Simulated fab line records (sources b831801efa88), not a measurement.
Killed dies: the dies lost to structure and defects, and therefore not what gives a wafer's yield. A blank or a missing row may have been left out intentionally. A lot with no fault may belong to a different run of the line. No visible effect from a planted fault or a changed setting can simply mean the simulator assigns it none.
The tool behind it: which one?	flow sky130	13 lots, 39 wafers sampled, at 5 steps of a route of 708

== WHAT THE GAUGES READ, wafer by wafer ==
SKY_NWELL_OVL_MEAS_10. Usual: NWELL_00_OVL gives 0.5 nm (standard deviation 1.3).
lot	measured	on	NWELL_00_OVL (nm)	flag
L485	day 5 03:19	overlay-01	-0.1 1.3 1.2	
L486	day 5 11:25	overlay-01	0.9 0.3 0.6	
L489	day 6 02:35	overlay-02	1.4 1.5 0.8	
L490	day 6 03:51	overlay-01	0.4 -0.6 1.1	
L491	day 6 11:57	overlay-02	0.5 0.0 1.6	
L492	day 6 19:23	overlay-01	-0.1 0.5 -0.8	
L493	day 7 05:48	overlay-01	-0.2 -0.1 0.3	
L494	day 7 10:20	overlay-02	-1.0 0.6 2.0	
L502	day 9 10:33	overlay-01	0.8 -0.4 1.3	
L503	day 9 15:37	overlay-01	0.2 1.9 1.3	
L504	day 9 17:45	overlay-01	1.5 0.8 1.3	
L505	day 9 22:06	overlay-01	0.3 -0.6 -0.7	
L506	day 10 04:42	overlay-01	0.1 -1.7 -1.1	

SKY_NWELL_TW_MEAS_15. Usual: NWELL_TW gives 1820 (standard deviation 19).
lot	measured	on	NWELL_TW	flag
L485	day 5 03:55	film-metro-01	1837 1833 1834	
L486	day 5 12:01	film-metro-04	1809 1811 1807	
L489	day 6 03:11	film-metro-04	1811 1807 1806	
L490	day 6 04:26	film-metro-04	1814 1813 1812	
L491	day 6 12:32	film-metro-04	1806 1818 1808	
L492	day 6 19:59	film-metro-04	1809 1812 1812	
L493	day 7 06:23	film-metro-04	1785 1795 1794	
L494	day 7 10:55	film-metro-01	919 909 900	OFF
L502	day 9 11:08	film-metro-01	1827 1841 1835	
L503	day 9 16:12	film-metro-03	1831 1835 1834	
L504	day 9 18:21	film-metro-01	1839 1842 1834	
L505	day 9 22:41	film-metro-01	1842 1833 1841	
L506	day 10 05:17	film-metro-04	1801 1801 1806	

== WHICH TOOL RAN EACH LOT (tool, then ch and the chambers of the sampled wafers, then the start) ==
lot	SKY_FIELD_ISO_STRIP_16	SKY_PWDE_STRIP_09	SKY_NWELL_STRIP_14
L485	plasma-asher-03 ch 0,1, day 2 18:15	plasma-asher-04 ch 0,1, day 4 09:57	plasma-asher-01 ch 0,1, day 5 03:49
L486	plasma-asher-01 ch 0,1, day 3 01:01	plasma-asher-04 ch 0,1, day 4 17:43	plasma-asher-01 ch 0,1, day 5 11:55
L489	plasma-asher-03 ch 0,1, day 3 12:43	plasma-asher-04 ch 0,1, day 5 07:55	plasma-asher-01 ch 0,1, day 6 03:06
L490	plasma-asher-03 ch 0,1, day 3 17:16	plasma-asher-02 ch 0,1, day 5 09:45	plasma-asher-02 ch 0,1, day 6 04:20
L491	plasma-asher-03 ch 0,1, day 3 21:05	plasma-asher-03 ch 0,1, day 5 16:34	plasma-asher-01 ch 0,1, day 6 12:26
L492	plasma-asher-01 ch 0,1, day 4 03:40	plasma-asher-03 ch 0,1, day 5 23:36	plasma-asher-01 ch 0,1, day 6 19:54
L493	plasma-asher-02 ch 0,1, day 4 11:31	plasma-asher-04 ch 0,1, day 6 09:51	plasma-asher-01 ch 0,1, day 7 06:17
L494	plasma-asher-02 ch 0, day 4 16:17	plasma-asher-03 ch 0,1, day 6 15:36	plasma-asher-04 ch 1, day 7 10:49
L502	plasma-asher-02 ch 0,1, day 6 11:31	plasma-asher-02 ch 0,1, day 8 12:56	plasma-asher-02 ch 0,1, day 9 11:02
L503	plasma-asher-02 ch 0,1, day 6 14:41	plasma-asher-03 ch 0,1, day 8 18:04	plasma-asher-04 ch 0,1, day 9 16:05
L504	plasma-asher-01 ch 0,1, day 6 19:01	plasma-asher-02 ch 0,1, day 8 20:11	plasma-asher-01 ch 0,1, day 9 18:15
L505	plasma-asher-02 ch 0,1, day 6 23:34	plasma-asher-03 ch 0, day 9 00:20	plasma-asher-04 ch 0,1, day 9 22:35
L506	plasma-asher-02 ch 0,1, day 7 04:58	plasma-asher-02 ch 0,1, day 9 07:03	plasma-asher-02 ch 0,1, day 10 05:11
- SKY_FIELD_ISO_STRIP_16: strips in O2/N2.
- SKY_PWDE_STRIP_09: strips in O2/N2.
- SKY_NWELL_STRIP_14: strips in O2/N2.

== AS READ BY THE TOOLS THEMSELVES (means over the sampled wafers that have a number; for cases with no such wafer, the mark the record gives instead) ==
SKY_FIELD_ISO_STRIP_16. Usual: drypump-motor-current-A 5.8 A, standard deviation 0.62; oes-product-au 0.376 a.u., standard deviation 0.0049; strip-time-to-endpoint-s 3.53 s, standard deviation 0.036.
lot	tool	drypump-motor-current-A (A)	oes-product-au (a.u.)	strip-time-to-endpoint-s (s)	flag
L485	plasma-asher-03	6.1	0.375	3.52	
L486	plasma-asher-01	4.9	0.376	3.51	
L489	plasma-asher-03	6.1	0.382	3.52	
L490	plasma-asher-03	5.7	0.378	3.52	
L491	plasma-asher-03	6.1	0.380	3.56	
L492	plasma-asher-01	4.9	0.378	3.53	
L493	plasma-asher-02	6.0	0.375	3.56	
L494	plasma-asher-02	6.5	0.373	3.53	
L502	plasma-asher-02	6.3	0.377	3.55	
L503	plasma-asher-02	6.3	0.372	3.54	
L504	plasma-asher-01	4.9	0.376	3.54	
L505	plasma-asher-02	6.3	0.376	3.53	
L506	plasma-asher-02	6.3	0.378	3.51	

SKY_PWDE_STRIP_09. Usual: drypump-motor-current-A 5.9 A, standard deviation 0.41; oes-product-au 0.722 a.u., standard deviation 0.0044; strip-time-to-endpoint-s 36.91 s, standard deviation 0.079.
lot	tool	drypump-motor-current-A (A)	oes-product-au (a.u.)	strip-time-to-endpoint-s (s)	flag
L485	plasma-asher-04	5.7	0.727	36.85	
L486	plasma-asher-04	5.9	0.720	36.87	
L489	plasma-asher-04	5.8	0.720	36.87	
L490	plasma-asher-02	6.2	0.723	36.98	
L491	plasma-asher-03	6.1	0.718	36.96	
L492	plasma-asher-03	5.7	0.720	36.90	
L493	plasma-asher-04	5.7	0.716	36.94	
L494	plasma-asher-03	5.7	0.959	-	OFF
L502	plasma-asher-02	6.0	0.722	36.95	
L503	plasma-asher-03	5.7	0.727	37.13	
L504	plasma-asher-02	6.0	0.725	36.87	
L505	plasma-asher-03	5.4	0.720	36.92	
L506	plasma-asher-02	6.3	0.720	36.85	

SKY_NWELL_STRIP_14. Usual: drypump-motor-current-A 5.6 A, standard deviation 0.62; oes-product-au 0.723 a.u., standard deviation 0.0048; strip-time-to-endpoint-s 36.94 s, standard deviation 0.095.
lot	tool	drypump-motor-current-A (A)	oes-product-au (a.u.)	strip-time-to-endpoint-s (s)	flag
L485	plasma-asher-01	4.9	0.724	36.96	
L486	plasma-asher-01	4.9	0.724	37.03	
L489	plasma-asher-01	4.9	0.720	36.96	
L490	plasma-asher-02	6.0	0.723	36.90	
L491	plasma-asher-01	4.9	0.722	37.00	
L492	plasma-asher-01	4.9	0.725	36.82	
L493	plasma-asher-01	4.8	0.726	36.96	
L494	plasma-asher-04	6.0	0.727	49.74	OFF
L502	plasma-asher-02	6.0	0.727	37.08	
L503	plasma-asher-04	5.9	0.722	36.86	
L504	plasma-asher-01	4.9	0.724	36.93	
L505	plasma-asher-04	5.7	0.721	36.90	
L506	plasma-asher-02	6.3	0.721	36.98	

== THE ANSWER, worked out from the rows above alone ==
Rule: a lot counts as off when the mean over its wafers that have a number is more than 3 standard deviations away from the usual mean. Also off: a lot with no number at a reading for which 4 or more lots have one. Any other lot the step has rows for is counted as sound. Order of review: gauges by route order, followed by the tools' own readings, for which a lot's mean as printed above is used. The first step at which some lot is off is used, and at that step the reading that is off furthest; a lot without a number counts as furthest.
Off: at SKY_NWELL_TW_MEAS_15 (NWELL_TW), L494.
A tool fits if, at a process step before that reading, it ran every lot that is off, and no sound lot after the first of them. Not tried: the gauges at SKY_NWELL_TW_MEAS_15; whatever is off there is also off at SKY_PWDE_STRIP_09, on other tools, and gauge error can't account for it. None of those tried fits.

== WHAT THE SIMULATOR HAD PUT IN ==
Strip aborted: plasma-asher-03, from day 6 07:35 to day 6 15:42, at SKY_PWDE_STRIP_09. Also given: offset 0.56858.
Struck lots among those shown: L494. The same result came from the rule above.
